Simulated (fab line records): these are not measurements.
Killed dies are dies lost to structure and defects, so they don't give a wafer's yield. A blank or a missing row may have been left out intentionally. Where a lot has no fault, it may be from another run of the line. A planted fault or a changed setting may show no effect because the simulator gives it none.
A struck lot beside a sound one / flow gf180mcu / 15 steps out of a route of 602
Sound: the wafers L553.1, L553.3, L553.5. Struck: wafers L562.1, L562.2, L562.6. The cause is given at the end.
For every step that has rows: the tool of each side, followed by ch and its chambers, followed by its first start. Under that, the readings that differ: sound wafers / struck wafers / difference of the means / sigmas: that difference in standard deviations of wafers without a fault.
alike: same words and numbers on both sides, and readings whose means sit less than 2 such deviations apart. not compared: any withheld reading, any reading some wafer has no value for, any bound like >300 that may hide the same value, and any number with overlapping values for which the record gives no deviation.
A row with sigmas, a row that says differs or no value, or rows on one side alone: a step with any of these is where the two part. When numbers do not overlap yet have no deviation, they are printed without sigmas and do not part them. Lack of a reading on every wafer of one side parts them only where that side has two or more wafers.

first, 7 steps without rows for these wafers: GF_PSD_DEHYDRATE_00 (time 60 s); GF_PSD_HMDS_01 (prime time 60 s); GF_PSD_COAT_02 (resist thk 1000 nm); GF_PSD_SOFTBAKE_03 (time 60 s); GF_PSD_EXPOSE_04 (exposes mask Pplus, target cd 400 nm); GF_PSD_PEB_05; GF_PSD_DEVELOP_06 (develop time 60 s).
GF_PSD_CD_MEAS_07: the cd target is 400 nm.
  sound: cd sem-02 at day 14 03:23; struck: cd sem-01 at day 17 10:07
  alike: cd nm
GF_PSD_OVL_MEAS_08:
  sound: overlay-02 at day 14 03:30; struck: overlay-01 at day 17 10:14
  alike: PSD_OVL
after that, 1 step had no rows for these wafers: GF_PSD_IMPLANT_09.
GF_PSD_STRIP_10: strips in O2/N2.
  sound on plasma asher-01 ch 0,1, day 14 03:41; struck on plasma asher-04 ch 0,1, day 17 10:25
reading=drypump motor current A (A); sound=6.0 5.8 6.0; struck=5.3 5.3 5.3; difference=-0.6; sigmas=-2
  alike: heater power w, oes product au, strip time to endpoint s
  not compared: rf hours counter h
GF_PSD_TW_MEAS_11:
  sound: film metro-04 at day 14 03:47; struck: film metro-04 at day 17 10:31
  alike: PSD_TW
GF_PSD_CLEAN_12: cleans in SC1/SC2, time 150 s.
  sound on wet bench-01 ch 3, day 14 03:51; struck on wet bench-01 ch 3, day 17 10:35
  no value came back on the struck wafers for bath guard temp C (C), bath heat duty pct (%), temp c (C), time s (s); on the sound wafers bath guard temp C (C) reads 70.2 69.6 69.7
GF_PSD_RTA_13: time 20 s.
  sound on rtp anneal-02 ch 0, day 14 03:54; struck on rtp anneal-01 ch 0, day 17 10:38
reading=anneal temp c max; sound=1034.1 1034.4 1033.1; struck=1030.1 1029.4 1030.1; difference=-4.0; sigmas=-3
reading=lamp power pct (%); sound=30 30 30; struck=38 38 38; difference=+8; sigmas=+2
reading=wafer_temp_C_max; sound=1030.2 1028.0 1029.0; struck=1031.3 1035.1 1033.7; difference=+4.3; sigmas=+3
  alike: chamber o2 ppm
GF_PASSIVATION_PROBE_99:
  the record has rows for the sound wafers here (prober-02, day 28 23:38) and none for the struck ones

WHERE THEY PART
At GF_PSD_STRIP_10 first; at GF_PASSIVATION_PROBE_99 last (within this record only).

WHY: what had been put in by the simulator
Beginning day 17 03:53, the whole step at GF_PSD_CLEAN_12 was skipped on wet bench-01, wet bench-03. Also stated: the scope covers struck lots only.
